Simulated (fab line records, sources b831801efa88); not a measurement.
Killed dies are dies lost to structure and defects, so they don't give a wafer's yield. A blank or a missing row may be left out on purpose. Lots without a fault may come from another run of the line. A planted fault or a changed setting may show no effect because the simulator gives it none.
Split-lot experiment | flow sky130 | 5 lots, 23 wafers read, on a route of 708 steps

THE SPLIT
At SKY_SONOS_ONO_CVD_02 (deposits Si3N4 from DCS/NH3, target thk 10.5 nm, time 180 s), the setting time_s was moved away from the recipe's 180 s on 15 of the 23 wafers read, by -11.7% to -4.7%. The other wafers ran this setting at the recipe's value.

The file shows no step between the split and the reading.

THE READING
SONOS_ONO_CVD_02_THK, in nm, at SKY_SONOS_ONO_THK_MEAS_03. Fault-free wafers of this fab line usually give 10.37 nm, standard deviation 0.14 nm.

wafer  | tool, chamber at the split | time_s as run, s | against the recipe | SONOS_ONO_CVD_02_THK, nm | against lot-mates on the recipe
L077.1 | -, -                       | 171.6            | -4.7%              | 9.91                     | no lot-mate on the recipe
L077.2 | -, -                       | 171.6            | -4.7%              | 9.80                     | no lot-mate on the recipe
L077.3 | -, -                       | 171.6            | -4.7%              | 9.89                     | no lot-mate on the recipe
L077.5 | -, -                       | 171.6            | -4.7%              | 9.81                     | no lot-mate on the recipe
L077.6 | -, -                       | 171.6            | -4.7%              | 10.03                    | no lot-mate on the recipe
L079.1 | -, -                       | 158.9            | -11.7%             | 8.99                     | no lot-mate on the recipe
L079.2 | -, -                       | 158.9            | -11.7%             | 9.17                     | no lot-mate on the recipe
L079.3 | -, -                       | 158.9            | -11.7%             | 8.97                     | no lot-mate on the recipe
L079.4 | -, -                       | 158.9            | -11.7%             | 9.01                     | no lot-mate on the recipe
L079.6 | -, -                       | 158.9            | -11.7%             | 9.09                     | no lot-mate on the recipe
L080.1 | -, -                       | 165.4            | -8.1%              | 9.42                     | no lot-mate on the recipe
L080.2 | -, -                       | 165.4            | -8.1%              | 9.53                     | no lot-mate on the recipe
L080.4 | -, -                       | 165.4            | -8.1%              | 9.50                     | no lot-mate on the recipe
L080.5 | -, -                       | 165.4            | -8.1%              | 9.53                     | no lot-mate on the recipe
L080.6 | -, -                       | 165.4            | -8.1%              | 9.59                     | no lot-mate on the recipe
L084.1 | -, -                       | 180              | recipe             | 10.22                    | -
L084.3 | -, -                       | 180              | recipe             | 10.22                    | -
L084.4 | -, -                       | 180              | recipe             | 10.26                    | -
L084.5 | -, -                       | 180              | recipe             | 10.21                    | -
L084.6 | -, -                       | 180              | recipe             | 10.24                    | -
L085.3 | lpcvd-02, 1                | 180              | recipe             | 10.46                    | -
L085.4 | lpcvd-02, 1                | 180              | recipe             | 10.35                    | -
L085.5 | lpcvd-02, 1                | 180              | recipe             | 10.31                    | -

THE FIT
A straight line over all 23 wafers: SONOS_ONO_CVD_02_THK changes by +0.104 nm for each +1% of time_s; r = +0.98; the points scatter about the line by 0.091 nm.
Too few moved wafers have a lot-mate on the recipe to fit a line with each lot's own level taken away.

THE WHOLE CHAIN: every reading that the file lists as answering this split, in the file's order
step                      | what it does                                                | reading                                                                           | change (the file's fit)               | r (the file's)
SKY_SONOS_ONO_CVD_02      | deposits Si3N4 from DCS/NH3, target thk 10.5 nm, time 180 s | Si3N4_of_SONOS_ONO_CVD_02.thk_nm (the simulator's own value, which no gauge read) | +0.104 nm for each +1% of the setting | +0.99
SKY_SONOS_ONO_THK_MEAS_03 |                                                             | SONOS_ONO_CVD_02_THK                                                              | +0.104 for each +1% of the setting    | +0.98

THE FILE'S OWN FIT
SONOS_ONO_CVD_02_THK changes by +0.104 nm for each +1% of time_s, r = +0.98.
